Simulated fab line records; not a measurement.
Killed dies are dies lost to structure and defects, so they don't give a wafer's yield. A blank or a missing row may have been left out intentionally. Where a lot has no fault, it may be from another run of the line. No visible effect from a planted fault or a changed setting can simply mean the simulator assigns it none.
A struck lot beside a sound one    flow gf180mcu    18 steps out of a route of 602
Sound: these wafers, L694.4, L694.5, L694.6. Struck: wafer L704.3 (left out: L704.4, L704.6 of the same lot, which were not struck); the cause appears at the end.
Each step with rows lists, per side, the tool, then ch with its chambers, then its first start. Under that, the readings that differ: sound wafers    struck wafers    difference of the means    sigmas: that difference in standard deviations of wafers without a fault.
alike: a reading whose means differ by less than 2 such deviations, as well as words and numbers matching on both sides. not compared: withheld readings; readings where some wafer has no value; bounds like >300 that might hide an equal value; numbers whose values overlap and for which the record gives no deviation.
The two part at a step that has a row with sigmas, a row that says differs or no value, or rows on one side only. Numbers that don't overlap but have no deviation are shown without sigmas and don't part them. A reading that every wafer of one side lacks parts them only if that side has two wafers or more.

first, 3 steps without rows for these wafers: GF_V3_EXPOSE_11 (exposes mask Via3, target cd 260 nm); GF_V3_PEB_12 (peb time 90 s); GF_V3_DEVELOP_13 (develop time 60 s).
GF_V3_CD_MEAS_14 targets a cd of 260 nm.
  sound on cd_sem-01, day 23 16:49; struck on cd_sem-02, day 27 01:59
reading     sound              struck  difference  sigmas
cd_nm (nm)  260.6 262.1 260.9  258.3   -2.9        -2
GF_V3_OVL_MEAS_15:
  sound on overlay-01, day 23 16:53; struck on overlay-01, day 27 02:05
  alike: V3_OVL
GF_V3_ETCH_16: etches BARC in N2/H2.
  sound on rie_diel-03 ch 2,3, day 23 16:54; struck on rie_diel-04 ch 0, day 27 02:06
  alike: drypump_motor_current_A, n2_flow_sccm, oes_product_au, throttle_valve_pct
GF_V3_ETCH_17: etches SiO2 in C4F8/O2/Ar, stops on TiN, target depth 635 nm.
  sound: rie_diel-03 ch 2,3; struck: rie_diel-04 ch 0
  alike: oes_product_au
GF_V3_STRIP_18: strips in O2/N2.
  sound on plasma_asher-02 ch 0,1, day 23 17:04; struck on plasma_asher-04 ch 1, day 27 02:16
  alike: drypump_motor_current_A, heater_power_w, n2_flow_sccm, oes_product_au
  not compared: rf_hours_counter_h
then, 3 steps without rows for these wafers: GF_V3_STRIP_19 (strips in post etch residue remover, time 1200 s); GF_V3_CLEAN_20 (cleans in DIW); GF_V3_SPUTTER_21 (material Ti, target thk 15 nm, time 80.02 s).
GF_V3_SPUTTER_22: material TiN, target thk 10 nm, time 40 s.
  sound on pvd_sputter-01, day 23 17:38; struck on pvd_sputter-01, day 27 02:50
  alike: throttle_valve_pct
GF_V3_CVD_23: deposits W, target thk 350 nm, time 104.9 s.
  sound on cvd_w-01 ch 0,1, day 23 17:42; struck on cvd_w-01 ch 0, day 27 02:54
reading                           sound              struck  difference  sigmas
model.W_of_V3_CVD_23.thk_nm (nm)  349.5 345.6 344.4  240     -106        
  alike: heater_power_w
  not compared: since_wet_clean_h
GF_V3_RS_MEAS_24: measurement is done with a four-point probe.
  sound on film_metro-04, day 23 17:50; struck on film_metro-02, day 27 03:19
reading           sound                 struck  difference  sigmas
V3_W_RS (ohm/sq)  0.3287 0.3317 0.3326  0.4807  +0.1497     +53
  not compared: hold
GF_V3_THK_MEAS_25: measures by xrf.
  sound on film_metro-04, day 23 17:56; struck on film_metro-02, day 27 05:23
reading        sound        struck  difference  sigmas
V3_W_THK (nm)  339 336 334  232     -104        -30
  not compared: hold
GF_V3_CMP_26: polishes, stops on SiO2, t overpolish 15 s, target thk 0 nm.
  sound on cmp-01 ch 0,1,3, day 23 18:07; struck on cmp-01 ch 1, day 27 07:19
reading                 sound     struck                    difference                    sigmas
hold                    - - -     await_dispo/1.6h/release  no value on the sound wafers  
time_to_endpoint_s (s)  83 86 87  58                        -27                           -7
  alike: motor_current_A
GF_M4_SPUTTER_00: material Ti, target thk 37.5 nm, time 150 s.
  sound on pvd_sputter-01, day 23 18:16; struck on pvd_sputter-02, day 27 07:34
  alike: throttle_valve_pct
-- the record jumps here: 6 days lie between the struck wafers' starts before and after (it left off in module M4 and takes up again in module PASSIVATION, whose first step shown is number 602 of the route) --
GF_PASSIVATION_PROBE_99:
  rows exist in the record for the struck wafers here (prober-01, day 32 21:44), but not for the sound ones

== WHERE THEY PART ==
Earliest at GF_V3_CD_MEAS_14; latest, in this record, at GF_PASSIVATION_PROBE_99.

WHY: what the simulator had put in
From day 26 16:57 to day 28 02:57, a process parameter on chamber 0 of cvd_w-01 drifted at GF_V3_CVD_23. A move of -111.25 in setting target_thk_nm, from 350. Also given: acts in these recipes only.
